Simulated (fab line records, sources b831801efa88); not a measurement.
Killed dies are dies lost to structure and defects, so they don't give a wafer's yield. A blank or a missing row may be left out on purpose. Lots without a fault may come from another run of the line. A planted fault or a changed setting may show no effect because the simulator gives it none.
Split-lot experiment | flow sky130 | 5 lots, 23 wafers read, on a route of 708 steps

THE SPLIT
At SKY_LI_CONTACT_SPUTTER_19 (material Ti, target thk 20 nm, time 106.37 s), the setting chamber_pressure_pa was moved away from the recipe's 5 Pa on 15 of the 23 wafers read, by -8.4% to +7.6%. The other wafers ran this setting at the recipe's value.

The reading is taken at the split's own step.

THE READING
Ti_of_LI_CONTACT_SPUTTER_19.thk_nm (the simulator's own value, which no gauge read), in nm, at SKY_LI_CONTACT_SPUTTER_19 (material Ti, target thk 20 nm, time 106.37 s). The file gives no usual value for it. The 8 wafers here that ran the recipe average 19.93 nm, standard deviation 0.27 nm.

wafer  | tool, chamber at the split | chamber_pressure_pa as run, Pa | against the recipe | Ti_of_LI_CONTACT_SPUTTER_19.thk_nm, nm | against lot-mates on the recipe
L074.1 | pvd_sputter-04, -          | 5                              | recipe             | 20.06                                  | -
L074.2 | pvd_sputter-04, -          | 5                              | recipe             | 20.36                                  | -
L074.6 | pvd_sputter-04, -          | 5                              | recipe             | 20.21                                  | -
L080.2 | pvd_sputter-01, -          | 5                              | recipe             | 19.56                                  | -
L080.3 | pvd_sputter-01, -          | 5                              | recipe             | 19.57                                  | -
L080.4 | pvd_sputter-01, -          | 5                              | recipe             | 20.05                                  | -
L080.5 | pvd_sputter-01, -          | 5                              | recipe             | 19.82                                  | -
L080.6 | pvd_sputter-01, -          | 5                              | recipe             | 19.84                                  | -
L081.1 | pvd_sputter-01, -          | 4.714                          | -5.7%              | 21.55                                  | no lot-mate on the recipe
L081.2 | pvd_sputter-01, -          | 4.714                          | -5.7%              | 21.36                                  | no lot-mate on the recipe
L081.6 | pvd_sputter-01, -          | 4.714                          | -5.7%              | 21.36                                  | no lot-mate on the recipe
L081.4 | pvd_sputter-01, -          | 4.714                          | -5.7%              | 21.3                                   | no lot-mate on the recipe
L081.5 | pvd_sputter-01, -          | 4.714                          | -5.7%              | 21.22                                  | no lot-mate on the recipe
L082.1 | pvd_sputter-01, -          | 4.581                          | -8.4%              | 21.7                                   | no lot-mate on the recipe
L082.3 | pvd_sputter-01, -          | 4.581                          | -8.4%              | 21.56                                  | no lot-mate on the recipe
L082.4 | pvd_sputter-01, -          | 4.581                          | -8.4%              | 21.54                                  | no lot-mate on the recipe
L082.5 | pvd_sputter-01, -          | 4.581                          | -8.4%              | 21.75                                  | no lot-mate on the recipe
L082.6 | pvd_sputter-01, -          | 4.581                          | -8.4%              | 21.87                                  | no lot-mate on the recipe
L085.1 | pvd_sputter-04, -          | 5.381                          | +7.6%              | 18.76                                  | no lot-mate on the recipe
L085.2 | pvd_sputter-04, -          | 5.381                          | +7.6%              | 18.91                                  | no lot-mate on the recipe
L085.3 | pvd_sputter-04, -          | 5.381                          | +7.6%              | 18.71                                  | no lot-mate on the recipe
L085.5 | pvd_sputter-04, -          | 5.381                          | +7.6%              | 18.74                                  | no lot-mate on the recipe
L085.6 | pvd_sputter-04, -          | 5.381                          | +7.6%              | 18.5                                   | no lot-mate on the recipe

THE FIT
A straight line over all 23 wafers: Ti_of_LI_CONTACT_SPUTTER_19.thk_nm changes by -0.193 nm for each +1% of chamber_pressure_pa; r = -0.98; the points scatter about the line by 0.24 nm.
Too few moved wafers have a lot-mate on the recipe to fit a line with each lot's own level taken away.

THE FILE'S OWN FIT
Ti_of_LI_CONTACT_SPUTTER_19.thk_nm changes by -0.192 nm for each +1% of chamber_pressure_pa, r = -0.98.
